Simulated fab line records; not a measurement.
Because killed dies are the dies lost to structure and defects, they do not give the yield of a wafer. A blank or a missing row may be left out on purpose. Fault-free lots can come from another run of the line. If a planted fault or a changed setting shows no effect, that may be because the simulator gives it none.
Which of the tools did it?    flow sky130    30 wafers from 10 lots sampled at 4 of the route's 708 steps

## WHAT THE GAUGES SHOWED, per wafer
SKY_CAPM_RS_MEAS_03: the measuring method here is four-point-probe. Usual: CAPM_TIN_RS gives 6.90 ohm/sq (standard deviation 0.087).
lot   measured      on             CAPM_TIN_RS (ohm/sq)  flag
L139  day 36 13:13  film-metro-02  6.84 6.94 7.02        
L140  day 37 08:25  film-metro-02  6.76 6.87 6.86        
L145  day 38 19:10  film-metro-01  6.97 6.90 6.95        
L150  day 40 04:43  film-metro-02  6.87 6.87 6.76        
L151  day 40 10:14  film-metro-01  6.84 6.67 6.64        
L153  day 41 02:36  film-metro-03  6.93 6.91 6.90        
L154  day 41 08:31  film-metro-01  6.93 6.77 6.93        
L157  day 42 00:20  film-metro-02  6.96 6.91 6.93        
L160  day 43 09:47  film-metro-01  6.94 6.88 6.94        
L161  day 43 10:55  film-metro-03  6.94 6.94 6.91        

## WHAT TOOL EACH LOT RAN ON (gives the tool, then ch and the chambers of the sampled wafers, and finally the start)
lot   SKY_METAL2_SPUTTER_01         SKY_METAL3_SPUTTER_02         SKY_CAPM_SPUTTER_02
L139  pvd-sputter-03, day 34 05:53  pvd-sputter-03, day 36 12:53  pvd-sputter-01, day 36 13:05
L140  pvd-sputter-01, day 35 00:11  pvd-sputter-03, day 37 08:07  pvd-sputter-02, day 37 08:18
L145  pvd-sputter-01, day 36 12:03  pvd-sputter-04, day 38 18:52  pvd-sputter-03, day 38 19:03
L150  pvd-sputter-03, day 37 21:53  pvd-sputter-03, day 40 04:26  pvd-sputter-02, day 40 04:37
L151  pvd-sputter-03, day 38 04:44  pvd-sputter-03, day 40 09:55  pvd-sputter-01, day 40 10:06
L153  pvd-sputter-04, day 38 21:40  pvd-sputter-04, day 41 02:17  pvd-sputter-01, day 41 02:28
L154  pvd-sputter-03, day 39 04:34  pvd-sputter-04, day 41 08:13  pvd-sputter-02, day 41 08:24
L157  pvd-sputter-03, day 39 21:01  pvd-sputter-02, day 42 00:00  pvd-sputter-03, day 42 00:11
L160  pvd-sputter-01, day 41 07:45  pvd-sputter-02, day 43 09:28  pvd-sputter-03, day 43 09:39
L161  pvd-sputter-01, day 41 08:29  pvd-sputter-02, day 43 10:37  pvd-sputter-03, day 43 10:49
- SKY_METAL2_SPUTTER_01: material TiN, target thk 20 nm, time 16.7 s.
- SKY_METAL3_SPUTTER_02: material AlCu, target thk 735 nm, time 39.1 s.
- SKY_CAPM_SPUTTER_02: material TiN, target thk 200 nm, time 166.7 s.

## AS READ BY THE TOOLS THEMSELVES (means over the sampled wafers that have a number; for cases with no such wafer, the mark the record gives instead)
SKY_METAL2_SPUTTER_01. Usual: cathode-dc-power-W 6500.1 W, standard deviation 1.1; chamber-pressure-pa 0.4001 Pa, standard deviation 0.00078; throttle-valve-pct 30.1 %, standard deviation 0.76.
lot   tool            cathode-dc-power-W (W)  chamber-pressure-pa (Pa)  throttle-valve-pct (%)  flag
L139  pvd-sputter-03  6500.4                  0.4013                    29.5                    
L140  pvd-sputter-01  6500.4                  0.4002                    30.2                    
L145  pvd-sputter-01  6500.8                  0.4006                    30.6                    
L150  pvd-sputter-03  6500.4                  0.3995                    29.9                    
L151  pvd-sputter-03  6499.6                  0.3997                    29.8                    
L153  pvd-sputter-04  6499.7                  0.3991                    31.2                    
L154  pvd-sputter-03  6501.0                  0.4001                    29.7                    
L157  pvd-sputter-03  6499.9                  0.3997                    29.8                    
L160  pvd-sputter-01  6500.7                  0.3999                    30.1                    
L161  pvd-sputter-01  6500.6                  0.4002                    30.5                    

SKY_METAL3_SPUTTER_02. Usual: cathode-dc-power-W 10600 W, standard deviation 1.8; chamber-pressure-pa 0.4000 Pa, standard deviation 0.00083; throttle-valve-pct 30.4 %, standard deviation 1.
lot   tool            cathode-dc-power-W (W)  chamber-pressure-pa (Pa)  throttle-valve-pct (%)  flag
L139  pvd-sputter-03  10598                   0.4005                    29.6                    
L140  pvd-sputter-03  10600                   0.4004                    29.7                    
L145  pvd-sputter-04  10603                   0.3998                    31.6                    
L150  pvd-sputter-03  9570                    0.3995                    29.7                    OFF
L151  pvd-sputter-03  9570                    0.3998                    29.6                    OFF
L153  pvd-sputter-04  10600                   0.3997                    30.9                    
L154  pvd-sputter-04  10601                   0.3993                    30.9                    
L157  pvd-sputter-02  10599                   0.3998                    30.2                    
L160  pvd-sputter-02  10602                   0.3999                    29.4                    
L161  pvd-sputter-02  10602                   0.4001                    30.6                    

SKY_CAPM_SPUTTER_02. Usual: cathode-dc-power-W 6500.0 W, standard deviation 1.2; chamber-pressure-pa 0.4000 Pa, standard deviation 0.00074; throttle-valve-pct 30.1 %, standard deviation 0.95.
lot   tool            cathode-dc-power-W (W)  chamber-pressure-pa (Pa)  throttle-valve-pct (%)  flag
L139  pvd-sputter-01  6499.9                  0.4003                    30.1                    
L140  pvd-sputter-02  6499.6                  0.4004                    30.6                    
L145  pvd-sputter-03  6500.6                  0.3998                    30.0                    
L150  pvd-sputter-02  6501.0                  0.3996                    30.4                    
L151  pvd-sputter-01  6500.1                  0.3998                    29.4                    
L153  pvd-sputter-01  6499.7                  0.3996                    30.6                    
L154  pvd-sputter-02  6500.6                  0.4002                    29.5                    
L157  pvd-sputter-03  6500.0                  0.3992                    29.5                    
L160  pvd-sputter-03  6500.6                  0.4008                    30.1                    
L161  pvd-sputter-03  6499.0                  0.4000                    29.7                    

## THE ANSWER, worked out from the rows above alone
Rule: lot off if the mean of its wafers having a number is beyond 3 standard deviations from the usual mean. A lot without any number at a reading at which 4 lots or more have one is off too. Where the step has rows for the other lots, those lots are counted as sound. The gauges are gone through in route order, then the tools' own readings, and for those a lot's mean is taken as printed above. The first step at which some lot is off is used, and at that step the reading that is off furthest; a lot without a number counts as furthest.
Off: L150, L151, at SKY_METAL3_SPUTTER_02 (cathode-dc-power-W).
A tool fits if, at that step or a process step before it, it ran every lot that is off, and no sound lot after the first of them. One fits: SKY_METAL3_SPUTTER_02 on pvd-sputter-03. A fault onset in the window from L140 (day 37 08:07, its last sound lot) to L150 (day 40 04:26, its first lot off) fits.
The tool's own readings at SKY_METAL3_SPUTTER_02 bear it out: on the lots that are off they differ by more than 5 times the standard deviation of the sound lots' means. cathode-dc-power-W reads 9570 W there against 10601 W on the sound lots.

## WHAT THE SIMULATOR HAD INSERTED
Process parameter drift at SKY_METAL3_SPUTTER_02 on pvd-sputter-03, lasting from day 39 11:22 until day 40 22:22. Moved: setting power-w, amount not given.
Lots struck among those shown: L150, L151. This agrees with what the rule above found.
